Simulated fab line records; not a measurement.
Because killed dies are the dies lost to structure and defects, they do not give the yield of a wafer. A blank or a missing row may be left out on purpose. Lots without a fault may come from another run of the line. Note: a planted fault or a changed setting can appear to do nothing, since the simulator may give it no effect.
One fault seen from 2 desks :: flow gf180mcu :: only its own numbers are on each desk; what lay behind them is given at the end

== AT THE TOOL OWNER'S DESK: pvd-sputter-02 ==
The tool's own readings at GF_TOP_METAL_SPUTTER_03 (material Ti, target thk 5 nm, time 3.3 s): means of the sampled wafers that have a number, for each lot that ran on this tool. Marked OUT: a lot whose mean sits more than 4 standard deviations from the usual mean, which makes it out of limits; the brackets give that distance.
Columns: A = cathode-dc-power-W at GF_TOP_METAL_SPUTTER_03, usual 3000.0 W; B = throttle-valve-pct at GF_TOP_METAL_SPUTTER_03, usual 30.2 %
lot: L623
first seen here: day 28 05:23
A: 3000.1
B: 30.0

lot: L624
first seen here: day 28 23:18
A: 2999.6
B: 29.9

lot: L625
first seen here: day 29 14:10
A: 3000.0
B: 30.4

lot: L627
first seen here: day 29 21:55
A: 3000.0
B: 29.8

lot: L631
first seen here: day 31 09:48
A: 2965.8 (-63) OUT
B: 29.2

lot: L632
first seen here: day 31 10:46
A: 2966.0 (-63) OUT
B: 29.6

lot: L643
first seen here: day 34 09:19
A: 2999.7
B: 29.8
This desk's finding: out of limits on L631, L632; first on L631, day 31 09:48 (cathode-dc-power-W at GF_TOP_METAL_SPUTTER_03). L623, L624, L625, L627, L643 stayed within limits.

== FROM THE METROLOGY DESK ==
Means of the sampled wafers that have a number, per lot and without regard to the tool the lot ran on: this is what the gauges read. Marked OUT: a lot whose mean sits more than 4 standard deviations from the usual mean, which makes it out of limits; the brackets give that distance.
Columns: A = V5_W_THK at GF_V5_THK_MEAS_25, usual 356 nm
lot: L621
first seen here: day 27 21:35
A: 357

lot: L623
first seen here: day 28 04:40
A: 363

lot: L624
first seen here: day 28 22:34
A: 367

lot: L625
first seen here: day 29 13:38
A: 348

lot: L627
first seen here: day 29 21:23
A: 350

lot: L631
first seen here: day 31 09:17
A: 361

lot: L632
first seen here: day 31 10:14
A: 351

lot: L635
first seen here: day 32 00:05
A: 351

lot: L638
first seen here: day 32 23:34
A: 350

lot: L642
first seen here: day 33 19:40
A: 361

lot: L643
first seen here: day 34 08:47
A: 364

lot: L644
first seen here: day 34 09:33
A: 359
This desk found nothing out of limits on any of the 12 lots.

== BROUGHT TOGETHER ==
The tool owner's desk had the chance to raise an alarm at day 31 09:48 on L631, L632.
From the metrology desk's view, nothing was out of limits.
The metrology desk holds a record of L631, L632, inside its limits.
GF_TOP_METAL_SPUTTER_03 was run on pvd-sputter-02 by each of the lots named.

== WHAT WAS PUT IN BY THE SIMULATOR ==
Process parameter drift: pvd-sputter-02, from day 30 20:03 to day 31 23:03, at GF_TOP_METAL_SPUTTER_03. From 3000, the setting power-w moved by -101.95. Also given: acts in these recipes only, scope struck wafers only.
Shown lots that were struck: L631, L632.
Time in hours from fault onset to the first out-of-limits reading at each desk: the tool owner's desk, 14.
